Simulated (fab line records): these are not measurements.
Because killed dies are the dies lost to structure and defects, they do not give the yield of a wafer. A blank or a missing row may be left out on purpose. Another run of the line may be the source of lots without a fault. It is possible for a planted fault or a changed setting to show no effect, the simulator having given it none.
fab line records :: flow gf180mcu :: part 2 of 2: steps 24 to 30 of 30
record:
  lots: 5
  wafers: 15
  lastDay: 34
route steps=602 shown V2@385 M3@409
lots with no fault: from the same line, run without faults
startH: start of the lot's first displayed wafer, in hours after the record's first day :: waitH: hours from the lot's prior step to this one :: " repeats the value in the row above :: L1.1+2: one row covering several wafers at once :: - either no value or no given start :: * or withheld: withheld :: < > ~ a bound
route shown NAME@n: a module of which the file shows steps, and the number in the route of the first :: usual: mean and standard deviation over wafers with no fault :: same: alike in all rows :: chamber/n: place in a boat :: sites: the reading at each site :: _std_site: standard deviation of those values :: _edge_site: outer sites' mean less inner sites' :: radiusMm: how far each site lies from the wafer's centre :: mask NAME#n: copy n :: behind: tool/chamber where the wafer was last shaped :: hold: reason for holding the lot/hours on hold/outcome of the hold :: device: which transistor (n, p or np) failed to switch :: end of line: tests run on the same wafers once the route is complete :: step lacking rows: just its recipe :: killed: dies that structure and defects cost at the first sort, which is not the same as the wafer's yield :: map: a wafer's dies, x killed, . not, _ none there
set.NAME: the run value of the setting; set.NAME@STEP: its run value at that earlier step :: model.NAME: the simulator's own value behind a step, which no gauge read
certain route steps with their lots: each step a table, each wafer a row
services: a tool's chamber out of use, with start hour (startH, from the record's first day; less than 0 if before it), hours out, and reason
== steps ==
step: GF_V2_CMP_26
recipe:
  stopOn: SiO2
  downForcePsi: 3.5
  platenRpm: 60
  tOverpolishS: 15
  targetThkNm: 0
  padVelocityMS: 0.94248
usual:
  motorCurrentA: 11.0/0.97
  overpolishRunS: 15.000/0.01
  timeToEndpointS: 85/3.3
lot.wafer: L074.2
tool: cmp-02
chamber: 0
startH: 469.43
waitH: 0.0
motorCurrentA: 11.2
overpolishRunS: 14.997
timeToEndpointS: 90

lot.wafer: L074.1
tool: cmp-02
chamber: 1
startH: 469.43
waitH: 0.0
motorCurrentA: 11.9
overpolishRunS: 15.002
timeToEndpointS: 88

lot.wafer: L074.6
tool: cmp-02
chamber: 1
startH: 469.43
waitH: 0.0
motorCurrentA: 12.0
overpolishRunS: 14.999
timeToEndpointS: 84

lot.wafer: L081.3
tool: cmp-02
chamber: 3
startH: 530.71
waitH: 0.0
motorCurrentA: 11.5
overpolishRunS: 15.010
timeToEndpointS: 87

lot.wafer: L081.4
tool: cmp-02
chamber: 2
startH: 530.71
waitH: 0.0
motorCurrentA: 10.0
overpolishRunS: 14.993
timeToEndpointS: 88

lot.wafer: L081.5
tool: cmp-02
chamber: 0
startH: 530.71
waitH: 0.0
motorCurrentA: 11.2
overpolishRunS: 15.020
timeToEndpointS: 87

lot.wafer: L087.1
tool: cmp-02
chamber: 1
startH: 576.50
waitH: 1.4
motorCurrentA: 11.9
overpolishRunS: 14.996
timeToEndpointS: 84

lot.wafer: L087.2
tool: cmp-02
chamber: 3
startH: 576.50
waitH: 1.4
motorCurrentA: 11.7
overpolishRunS: 15.002
timeToEndpointS: 83

lot.wafer: L087.5
tool: cmp-02
chamber: 2
startH: 576.50
waitH: 1.4
motorCurrentA: 10.3
overpolishRunS: 15.011
timeToEndpointS: 85

lot.wafer: L088.3
tool: cmp-01
chamber: 1
startH: 600.52
waitH: 0.0
motorCurrentA: 9.8
overpolishRunS: 15.001
timeToEndpointS: 88

lot.wafer: L088.2
tool: cmp-01
chamber: 2
startH: 600.52
waitH: 0.0
motorCurrentA: 10.0
overpolishRunS: 14.987
timeToEndpointS: 82

lot.wafer: L088.6
tool: cmp-01
chamber: 2
startH: 600.52
waitH: 0.0
motorCurrentA: 9.9
overpolishRunS: 15.011
timeToEndpointS: 86

lot.wafer: L095.3
tool: cmp-02
chamber: 3
startH: 643.98
waitH: 0.1
motorCurrentA: 11.6
overpolishRunS: 14.997
timeToEndpointS: 90

lot.wafer: L095.6
tool: cmp-02
chamber: 1
startH: 643.98
waitH: 0.1
motorCurrentA: 11.0
overpolishRunS: 14.992
timeToEndpointS: 89

lot.wafer: L095.5
tool: cmp-02
chamber: 2
startH: 643.98
waitH: 0.1
motorCurrentA: 10.0
overpolishRunS: 14.989
timeToEndpointS: 92
step: GF_M3_SPUTTER_00
recipe:
  material: Ti
  targetThkNm: 37.5
  arrivingIonEnergyEv: 80
  substrateTempC: 200
  chamberPressurePa: 2
  powerW: 4000
  timeS: 150
usual:
  cathodeDcPowerW: 3999.9/0.67
  chamberPressurePa: 2.000/0.0039
  throttleValvePct: 30.5/0.61
lot.wafer: L074.1
tool: pvdSputter-03
chamber: -
startH: 469.73
waitH: 0.2
cathodeDcPowerW: 4000.6
chamberPressurePa: 1.998
throttleValvePct: 29.1

lot.wafer: L074.2
tool: pvdSputter-03
chamber: -
startH: 469.73
waitH: 0.2
cathodeDcPowerW: 4000.5
chamberPressurePa: 2.004
throttleValvePct: 30.5

lot.wafer: L074.6
tool: pvdSputter-03
chamber: -
startH: 469.73
waitH: 0.2
cathodeDcPowerW: 3999.6
chamberPressurePa: 1.998
throttleValvePct: 29.3

lot.wafer: L081.3
tool: pvdSputter-02
chamber: -
startH: 531.01
waitH: 0.2
cathodeDcPowerW: 4000.7
chamberPressurePa: 1.992
throttleValvePct: 30.5

lot.wafer: L081.4
tool: pvdSputter-02
chamber: -
startH: 531.01
waitH: 0.2
cathodeDcPowerW: 3999.9
chamberPressurePa: 2.003
throttleValvePct: 29.8

lot.wafer: L081.5
tool: pvdSputter-02
chamber: -
startH: 531.01
waitH: 0.2
cathodeDcPowerW: 3999.5
chamberPressurePa: 2.004
throttleValvePct: 30.0

lot.wafer: L087.1
tool: pvdSputter-04
chamber: -
startH: 576.80
waitH: 0.2
cathodeDcPowerW: 4000.5
chamberPressurePa: 2.005
throttleValvePct: 31.2

lot.wafer: L087.2
tool: pvdSputter-04
chamber: -
startH: 576.80
waitH: 0.2
cathodeDcPowerW: 4000.3
chamberPressurePa: 1.994
throttleValvePct: 31.2

lot.wafer: L087.5
tool: pvdSputter-04
chamber: -
startH: 576.80
waitH: 0.2
cathodeDcPowerW: 3999.4
chamberPressurePa: 2.003
throttleValvePct: 31.1

lot.wafer: L088.2
tool: pvdSputter-04
chamber: -
startH: 600.82
waitH: 0.2
cathodeDcPowerW: 3999.4
chamberPressurePa: 1.995
throttleValvePct: 31.3

lot.wafer: L088.3
tool: pvdSputter-04
chamber: -
startH: 600.82
waitH: 0.2
cathodeDcPowerW: 3999.6
chamberPressurePa: 1.995
throttleValvePct: 31.1

lot.wafer: L088.6
tool: pvdSputter-04
chamber: -
startH: 600.82
waitH: 0.2
cathodeDcPowerW: 3998.6
chamberPressurePa: 1.998
throttleValvePct: 31.1

lot.wafer: L095.3
tool: pvdSputter-02
chamber: -
startH: 644.18
waitH: 0.1
cathodeDcPowerW: 3998.9
chamberPressurePa: 2.002
throttleValvePct: 30.2

lot.wafer: L095.5
tool: pvdSputter-02
chamber: -
startH: 644.18
waitH: 0.1
cathodeDcPowerW: 3999.9
chamberPressurePa: 2.001
throttleValvePct: 30.5

lot.wafer: L095.6
tool: pvdSputter-02
chamber: -
startH: 644.18
waitH: 0.1
cathodeDcPowerW: 3999.5
chamberPressurePa: 2.007
throttleValvePct: 30.3
step: GF_M3_SPUTTER_01
recipe:
  material: TiN
  targetThkNm: 30
  powerW: 6500
  timeS: 25
  chamberPressurePa: 0.4
usual:
  cathodeDcPowerW: 6500.1/1.3
  chamberPressurePa: 0.3999/0.00075
  throttleValvePct: 30.5/0.61
lot.wafer: L074.1
tool: pvdSputter-03
chamber: -
startH: 469.83
waitH: 0.1
cathodeDcPowerW: 6500.8
chamberPressurePa: 0.3996
throttleValvePct: 29.4

lot.wafer: L074.2
tool: pvdSputter-03
chamber: -
startH: 469.83
waitH: 0.1
cathodeDcPowerW: 6496.7
chamberPressurePa: 0.3994
throttleValvePct: 30.3

lot.wafer: L074.6
tool: pvdSputter-03
chamber: -
startH: 469.83
waitH: 0.1
cathodeDcPowerW: 6501.4
chamberPressurePa: 0.4017
throttleValvePct: 29.5

lot.wafer: L081.3
tool: pvdSputter-02
chamber: -
startH: 531.11
waitH: 0.1
cathodeDcPowerW: 6502.7
chamberPressurePa: 0.4007
throttleValvePct: 29.9

lot.wafer: L081.4
tool: pvdSputter-02
chamber: -
startH: 531.11
waitH: 0.1
cathodeDcPowerW: 6496.9
chamberPressurePa: 0.3999
throttleValvePct: 30.3

lot.wafer: L081.5
tool: pvdSputter-02
chamber: -
startH: 531.11
waitH: 0.1
cathodeDcPowerW: 6497.8
chamberPressurePa: 0.4017
throttleValvePct: 30.1

lot.wafer: L087.1
tool: pvdSputter-04
chamber: -
startH: 576.90
waitH: 0.1
cathodeDcPowerW: 6500.2
chamberPressurePa: 0.4005
throttleValvePct: 31.1

lot.wafer: L087.2
tool: pvdSputter-04
chamber: -
startH: 576.90
waitH: 0.1
cathodeDcPowerW: 6502.2
chamberPressurePa: 0.3997
throttleValvePct: 31.4

lot.wafer: L087.5
tool: pvdSputter-04
chamber: -
startH: 576.90
waitH: 0.1
cathodeDcPowerW: 6501.7
chamberPressurePa: 0.3998
throttleValvePct: 31.1

lot.wafer: L088.2
tool: pvdSputter-04
chamber: -
startH: 600.92
waitH: 0.1
cathodeDcPowerW: 6498.9
chamberPressurePa: 0.3990
throttleValvePct: 31.1

lot.wafer: L088.3
tool: pvdSputter-04
chamber: -
startH: 600.92
waitH: 0.1
cathodeDcPowerW: 6500.6
chamberPressurePa: 0.3989
throttleValvePct: 31.3

lot.wafer: L088.6
tool: pvdSputter-04
chamber: -
startH: 600.92
waitH: 0.1
cathodeDcPowerW: 6498.9
chamberPressurePa: 0.3994
throttleValvePct: 31.1

lot.wafer: L095.3
tool: pvdSputter-02
chamber: -
startH: 644.28
waitH: 0.1
cathodeDcPowerW: 6500.0
chamberPressurePa: 0.4012
throttleValvePct: 30.1

lot.wafer: L095.5
tool: pvdSputter-02
chamber: -
startH: 644.28
waitH: 0.1
cathodeDcPowerW: 6502.3
chamberPressurePa: 0.4005
throttleValvePct: 30.5

lot.wafer: L095.6
tool: pvdSputter-02
chamber: -
startH: 644.28
waitH: 0.1
cathodeDcPowerW: 6500.9
chamberPressurePa: 0.3995
throttleValvePct: 30.0
step: GF_M3_SPUTTER_02
recipe:
  material: AlCu
  targetThkNm: 450
  powerW: 10600
  timeS: 23.9
  chamberPressurePa: 0.4
usual:
  cathodeDcPowerW: 10600/2
  chamberPressurePa: 0.3999/0.00084
  throttleValvePct: 30.5/0.62
lot.wafer: L074.1
tool: pvdSputter-03
chamber: -
startH: 469.86
waitH: 0.0
cathodeDcPowerW: 10598
chamberPressurePa: 0.3999
throttleValvePct: 29.3

lot.wafer: L074.2
tool: pvdSputter-03
chamber: -
startH: 469.86
waitH: 0.0
cathodeDcPowerW: 10600
chamberPressurePa: 0.4016
throttleValvePct: 30.7

lot.wafer: L074.6
tool: pvdSputter-03
chamber: -
startH: 469.86
waitH: 0.0
cathodeDcPowerW: 10602
chamberPressurePa: 0.3997
throttleValvePct: 29.6

lot.wafer: L081.3
tool: pvdSputter-02
chamber: -
startH: 531.14
waitH: 0.0
cathodeDcPowerW: 10602
chamberPressurePa: 0.3998
throttleValvePct: 30.1

lot.wafer: L081.4
tool: pvdSputter-02
chamber: -
startH: 531.14
waitH: 0.0
cathodeDcPowerW: 10596
chamberPressurePa: 0.3992
throttleValvePct: 29.9

lot.wafer: L081.5
tool: pvdSputter-02
chamber: -
startH: 531.14
waitH: 0.0
cathodeDcPowerW: 10601
chamberPressurePa: 0.3996
throttleValvePct: 30.3

lot.wafer: L087.1
tool: pvdSputter-04
chamber: -
startH: 576.93
waitH: 0.0
cathodeDcPowerW: 10599
chamberPressurePa: 0.3995
throttleValvePct: 31.5

lot.wafer: L087.2
tool: pvdSputter-04
chamber: -
startH: 576.93
waitH: 0.0
cathodeDcPowerW: 10598
chamberPressurePa: 0.3993
throttleValvePct: 31.3

lot.wafer: L087.5
tool: pvdSputter-04
chamber: -
startH: 576.93
waitH: 0.0
cathodeDcPowerW: 10598
chamberPressurePa: 0.3981
throttleValvePct: 31.3

lot.wafer: L088.2
tool: pvdSputter-04
chamber: -
startH: 600.95
waitH: 0.0
cathodeDcPowerW: 10603
chamberPressurePa: 0.3983
throttleValvePct: 31.3

lot.wafer: L088.3
tool: pvdSputter-04
chamber: -
startH: 600.95
waitH: 0.0
cathodeDcPowerW: 10600
chamberPressurePa: 0.4001
throttleValvePct: 31.1

lot.wafer: L088.6
tool: pvdSputter-04
chamber: -
startH: 600.95
waitH: 0.0
cathodeDcPowerW: 10599
chamberPressurePa: 0.4011
throttleValvePct: 31.3

lot.wafer: L095.3
tool: pvdSputter-02
chamber: -
startH: 644.31
waitH: 0.0
cathodeDcPowerW: 10600
chamberPressurePa: 0.4016
throttleValvePct: 30.0

lot.wafer: L095.5
tool: pvdSputter-02
chamber: -
startH: 644.31
waitH: 0.0
cathodeDcPowerW: 10600
chamberPressurePa: 0.3991
throttleValvePct: 30.4

lot.wafer: L095.6
tool: pvdSputter-02
chamber: -
startH: 644.31
waitH: 0.0
cathodeDcPowerW: 10604
chamberPressurePa: 0.3994
throttleValvePct: 30.2
step: GF_M3_SPUTTER_03
recipe:
  material: Ti
  targetThkNm: 10
  substrateTempC: 300
  chamberPressurePa: 0.3
  powerW: 3000
  timeS: 6.7
usual:
  cathodeDcPowerW: 2999.9/0.53
  chamberPressurePa: 0.3000/0.00062
  throttleValvePct: 30.5/0.61
lot.wafer: L074.1
tool: pvdSputter-03
chamber: -
startH: 469.89
waitH: 0.0
cathodeDcPowerW: 2999.9
chamberPressurePa: 0.3003
throttleValvePct: 29.4

lot.wafer: L074.2
tool: pvdSputter-03
chamber: -
startH: 469.89
waitH: 0.0
cathodeDcPowerW: 2999.9
chamberPressurePa: 0.3011
throttleValvePct: 30.1

lot.wafer: L074.6
tool: pvdSputter-03
chamber: -
startH: 469.89
waitH: 0.0
cathodeDcPowerW: 3000.1
chamberPressurePa: 0.3003
throttleValvePct: 29.4

lot.wafer: L081.3
tool: pvdSputter-02
chamber: -
startH: 531.17
waitH: 0.0
cathodeDcPowerW: 3000.4
chamberPressurePa: 0.3001
throttleValvePct: 30.3

lot.wafer: L081.4
tool: pvdSputter-02
chamber: -
startH: 531.17
waitH: 0.0
cathodeDcPowerW: 2999.7
chamberPressurePa: 0.3009
throttleValvePct: 30.0

lot.wafer: L081.5
tool: pvdSputter-02
chamber: -
startH: 531.17
waitH: 0.0
cathodeDcPowerW: 2999.5
chamberPressurePa: 0.3002
throttleValvePct: 30.0

lot.wafer: L087.1
tool: pvdSputter-04
chamber: -
startH: 576.96
waitH: 0.0
cathodeDcPowerW: 2999.7
chamberPressurePa: 0.2998
throttleValvePct: 31.2

lot.wafer: L087.2
tool: pvdSputter-04
chamber: -
startH: 576.96
waitH: 0.0
cathodeDcPowerW: 3000.8
chamberPressurePa: 0.2999
throttleValvePct: 31.2

lot.wafer: L087.5
tool: pvdSputter-04
chamber: -
startH: 576.96
waitH: 0.0
cathodeDcPowerW: 2999.0
chamberPressurePa: 0.3003
throttleValvePct: 31.3

lot.wafer: L088.2
tool: pvdSputter-04
chamber: -
startH: 600.98
waitH: 0.0
cathodeDcPowerW: 2999.5
chamberPressurePa: 0.3007
throttleValvePct: 31.1

lot.wafer: L088.3
tool: pvdSputter-04
chamber: -
startH: 600.98
waitH: 0.0
cathodeDcPowerW: 2999.2
chamberPressurePa: 0.2989
throttleValvePct: 31.0

lot.wafer: L088.6
tool: pvdSputter-04
chamber: -
startH: 600.98
waitH: 0.0
cathodeDcPowerW: 3000.0
chamberPressurePa: 0.2989
throttleValvePct: 31.1

lot.wafer: L095.3
tool: pvdSputter-02
chamber: -
startH: 644.34
waitH: 0.0
cathodeDcPowerW: 2999.9
chamberPressurePa: 0.3004
throttleValvePct: 30.3

lot.wafer: L095.5
tool: pvdSputter-02
chamber: -
startH: 644.34
waitH: 0.0
cathodeDcPowerW: 3000.2
chamberPressurePa: 0.2999
throttleValvePct: 30.4

lot.wafer: L095.6
tool: pvdSputter-02
chamber: -
startH: 644.34
waitH: 0.0
cathodeDcPowerW: 3000.1
chamberPressurePa: 0.3012
throttleValvePct: 30.1
step: GF_M3_SPUTTER_04
recipe:
  material: TiN
  targetThkNm: 50
  powerW: 6500
  timeS: 41.7
  chamberPressurePa: 0.4
usual:
  cathodeDcPowerW: 6500.1/1.3
  chamberPressurePa: 0.4001/0.00079
  throttleValvePct: 30.5/0.62
lot.wafer: L074.1
tool: pvdSputter-03
chamber: -
startH: 469.91
waitH: 0.0
cathodeDcPowerW: 6500.1
chamberPressurePa: 0.3993
throttleValvePct: 29.7

lot.wafer: L074.2
tool: pvdSputter-03
chamber: -
startH: 469.91
waitH: 0.0
cathodeDcPowerW: 6499.2
chamberPressurePa: 0.4007
throttleValvePct: 30.4

lot.wafer: L074.6
tool: pvdSputter-03
chamber: -
startH: 469.91
waitH: 0.0
cathodeDcPowerW: 6498.2
chamberPressurePa: 0.3995
throttleValvePct: 29.1

lot.wafer: L081.3
tool: pvdSputter-02
chamber: -
startH: 531.19
waitH: 0.0
cathodeDcPowerW: 6501.5
chamberPressurePa: 0.3991
throttleValvePct: 30.2

lot.wafer: L081.4
tool: pvdSputter-02
chamber: -
startH: 531.19
waitH: 0.0
cathodeDcPowerW: 6498.9
chamberPressurePa: 0.3998
throttleValvePct: 30.1

lot.wafer: L081.5
tool: pvdSputter-02
chamber: -
startH: 531.19
waitH: 0.0
cathodeDcPowerW: 6499.6
chamberPressurePa: 0.4016
throttleValvePct: 29.9

lot.wafer: L087.1
tool: pvdSputter-04
chamber: -
startH: 576.98
waitH: 0.0
cathodeDcPowerW: 6500.0
chamberPressurePa: 0.3992
throttleValvePct: 31.3

lot.wafer: L087.2
tool: pvdSputter-04
chamber: -
startH: 576.98
waitH: 0.0
cathodeDcPowerW: 6500.2
chamberPressurePa: 0.4006
throttleValvePct: 31.3

lot.wafer: L087.5
tool: pvdSputter-04
chamber: -
startH: 576.98
waitH: 0.0
cathodeDcPowerW: 6499.6
chamberPressurePa: 0.4010
throttleValvePct: 30.9

lot.wafer: L088.2
tool: pvdSputter-04
chamber: -
startH: 601.00
waitH: 0.0
cathodeDcPowerW: 6499.3
chamberPressurePa: 0.4014
throttleValvePct: 31.3

lot.wafer: L088.3
tool: pvdSputter-04
chamber: -
startH: 601.00
waitH: 0.0
cathodeDcPowerW: 6501.0
chamberPressurePa: 0.4008
throttleValvePct: 31.2

lot.wafer: L088.6
tool: pvdSputter-04
chamber: -
startH: 601.00
waitH: 0.0
cathodeDcPowerW: 6501.0
chamberPressurePa: 0.3993
throttleValvePct: 31.1

lot.wafer: L095.3
tool: pvdSputter-02
chamber: -
startH: 644.36
waitH: 0.0
cathodeDcPowerW: 6499.5
chamberPressurePa: 0.3994
throttleValvePct: 29.6

lot.wafer: L095.5
tool: pvdSputter-02
chamber: -
startH: 644.36
waitH: 0.0
cathodeDcPowerW: 6499.7
chamberPressurePa: 0.4006
throttleValvePct: 30.6

lot.wafer: L095.6
tool: pvdSputter-02
chamber: -
startH: 644.36
waitH: 0.0
cathodeDcPowerW: 6499.2
chamberPressurePa: 0.3998
throttleValvePct: 30.2
step: GF_M3_RS_MEAS_05
recipe:
  thkMeasGauge: four-point-probe
  reads: TiN_of_M3_SPUTTER_04+Ti_of_M3_SPUTTER_03+AlCu_of_M3_SPUTTER_02+TiN_of_M3_SPUTTER_01+Ti_of_M3_SPUTTER_00
usual:
  M3_ALCU_RS: 0.0695/0.00077
lot.wafer: L074.1
tool: filmMetro-04
chamber: -
startH: 469.95
waitH: 0.0
M3_ALCU_RS[ohm/sq]: 0.0696

lot.wafer: L074.2
tool: filmMetro-04
chamber: -
startH: 469.95
waitH: 0.0
M3_ALCU_RS[ohm/sq]: 0.0693

lot.wafer: L074.6
tool: filmMetro-04
chamber: -
startH: 469.95
waitH: 0.0
M3_ALCU_RS[ohm/sq]: 0.0692

lot.wafer: L081.3
tool: filmMetro-04
chamber: -
startH: 531.27
waitH: 0.1
M3_ALCU_RS[ohm/sq]: 0.0702

lot.wafer: L081.4
tool: filmMetro-04
chamber: -
startH: 531.27
waitH: 0.1
M3_ALCU_RS[ohm/sq]: 0.0704

lot.wafer: L081.5
tool: filmMetro-04
chamber: -
startH: 531.27
waitH: 0.1
M3_ALCU_RS[ohm/sq]: 0.0708

lot.wafer: L087.1
tool: filmMetro-04
chamber: -
startH: 577.02
waitH: 0.0
M3_ALCU_RS[ohm/sq]: 0.0684

lot.wafer: L087.2
tool: filmMetro-04
chamber: -
startH: 577.02
waitH: 0.0
M3_ALCU_RS[ohm/sq]: 0.0685

lot.wafer: L087.5
tool: filmMetro-04
chamber: -
startH: 577.02
waitH: 0.0
M3_ALCU_RS[ohm/sq]: 0.0688

lot.wafer: L088.2
tool: filmMetro-04
chamber: -
startH: 601.06
waitH: 0.0
M3_ALCU_RS[ohm/sq]: 0.0693

lot.wafer: L088.3
tool: filmMetro-04
chamber: -
startH: 601.06
waitH: 0.0
M3_ALCU_RS[ohm/sq]: 0.0692

lot.wafer: L088.6
tool: filmMetro-04
chamber: -
startH: 601.06
waitH: 0.0
M3_ALCU_RS[ohm/sq]: 0.0689

lot.wafer: L095.3
tool: filmMetro-03
chamber: -
startH: 644.44
waitH: 0.1
M3_ALCU_RS[ohm/sq]: 0.0700

lot.wafer: L095.5
tool: filmMetro-03
chamber: -
startH: 644.44
waitH: 0.1
M3_ALCU_RS[ohm/sq]: 0.0700

lot.wafer: L095.6
tool: filmMetro-03
chamber: -
startH: 644.44
waitH: 0.1
M3_ALCU_RS[ohm/sq]: 0.0699
== services ==
tool: pvdSputter-01
chamber: -
startH: 419.55
hours: 6.0
kind: repair

tool: cmp-02
chamber: -
startH: 421.90
hours: 1.5
kind: repair

tool: cvdW-02
chamber: 1
startH: 427.47
hours: 4.6
kind: repair

tool: krfScanner-02
chamber: -
startH: 446.27
hours: 4.0
kind: pm

tool: pvdSputter-03
chamber: -
startH: 448.92
hours: 6.1
kind: repair

tool: rieDiel-04
chamber: 1
startH: 453.23
hours: 1.5
kind: repair

tool: plasmaAsher-02
chamber: -
startH: 453.75
hours: 5.5
kind: repair

tool: cmp-02
chamber: -
startH: 456.57
hours: 3.9
kind: pm

tool: cvdW-02
chamber: 0
startH: 474.09
hours: 24.1
kind: repair

tool: krfScanner-02
chamber: -
startH: 488.64
hours: 1.3
kind: pm

tool: cmp-01
chamber: -
startH: 492.46
hours: 1.2
kind: repair

tool: cmp-02
chamber: -
startH: 502.54
hours: 0.3
kind: repair

tool: pvdSputter-02
chamber: -
startH: 503.50
hours: 1.7
kind: repair

tool: cvdW-02
chamber: -
startH: 516.53
hours: 0.2
kind: repair

tool: rieDiel-04
chamber: 3
startH: 535.33
hours: 2.6
kind: repair

tool: pvdSputter-03
chamber: -
startH: 556.36
hours: 9.2
kind: repair

tool: cmp-02
chamber: -
startH: 572.78
hours: 2.2
kind: repair

tool: cmp-02
chamber: -
startH: 574.47
hours: 0.5
kind: repair

tool: pvdSputter-02
chamber: -
startH: 580.93
hours: 1.2
kind: repair

tool: pvdSputter-02
chamber: -
startH: 587.65
hours: 4.8
kind: repair

tool: rieDiel-04
chamber: 3
startH: 589.06
hours: 4.6
kind: repair

tool: pvdSputter-04
chamber: -
startH: 591.21
hours: 1.6
kind: repair

tool: cmp-02
chamber: -
startH: 598.45
hours: 3.0
kind: repair

tool: pvdSputter-03
chamber: -
startH: 641.55
hours: 0.9
kind: repair
